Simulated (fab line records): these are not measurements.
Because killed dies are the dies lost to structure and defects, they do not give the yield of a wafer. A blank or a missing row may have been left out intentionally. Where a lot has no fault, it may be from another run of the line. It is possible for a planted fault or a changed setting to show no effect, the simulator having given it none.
2 desks looking at one fault + flow sky130 + numbers are kept per desk, each desk with only its own; the story behind them comes last

## FROM THE METROLOGY DESK
What the gauges read, lot by lot, whatever tool the lot ran on: means of the sampled wafers that have a number. If a lot's mean is further than 4 standard deviations from the usual mean, the lot is out of limits and carries the mark OUT (the distance appears in the brackets).
Columns: A = cdNm at SKY_METAL3_CD_MEAS_13, usual 300.3 nm
| lot  | first seen here | A     |
|------|-----------------|-------|
| L803 | day 38 07:18    | 301.0 |
| L804 | day 39 11:55    | 298.5 |
| L806 | day 39 12:55    | 300.5 |
| L808 | day 40 00:11    | 298.1 |
| L809 | day 40 08:00    | 300.5 |
| L815 | day 42 03:50    | 299.7 |
| L817 | day 43 18:51    | 301.2 |
| L816 | day 43 21:01    | 301.2 |
| L821 | day 43 22:59    | 299.8 |
| L820 | day 44 00:32    | 300.9 |
| L823 | day 44 08:53    | 301.1 |
| L825 | day 45 09:17    | 299.5 |
| L824 | day 45 11:41    | 296.5 |
| L826 | day 45 12:48    | 301.0 |
Result from this desk: across the 14 lots, nothing is out of limits.

## TOOL OWNER'S DESK, lithoTrack-03
The tool's own readings at SKY_METAL5_DEVELOP_13 (develop time 60 s): means of the sampled wafers that have a number, for each lot that ran on this tool. If a lot's mean is further than 4 standard deviations from the usual mean, the lot is out of limits and carries the mark OUT (the distance appears in the brackets).
Columns: A = chillPlateTempC at SKY_METAL5_DEVELOP_13, usual 23.00 C; B = developerTempC at SKY_METAL5_DEVELOP_13, usual 22.61 C
| lot  | first seen here | A     | B     |
|------|-----------------|-------|-------|
| L804 | day 44 14:04    | 23.05 | 22.57 |
| L816 | day 48 10:37    | 22.98 | 22.58 |
| L821 | day 48 12:43    | 22.98 | 22.61 |
| L825 | day 49 16:11    | 22.91 | 22.43 |
| L824 | day 49 18:05    | 23.00 | 22.58 |
| L826 | day 49 18:23    | 23.08 | 22.60 |
Result from this desk: across the 6 lots, nothing is out of limits.

## TAKEN TOGETHER
The metrology desk saw nothing out of limits.
The tool owner's desk saw nothing out of limits.

## WHAT WAS PUT IN BY THE SIMULATOR
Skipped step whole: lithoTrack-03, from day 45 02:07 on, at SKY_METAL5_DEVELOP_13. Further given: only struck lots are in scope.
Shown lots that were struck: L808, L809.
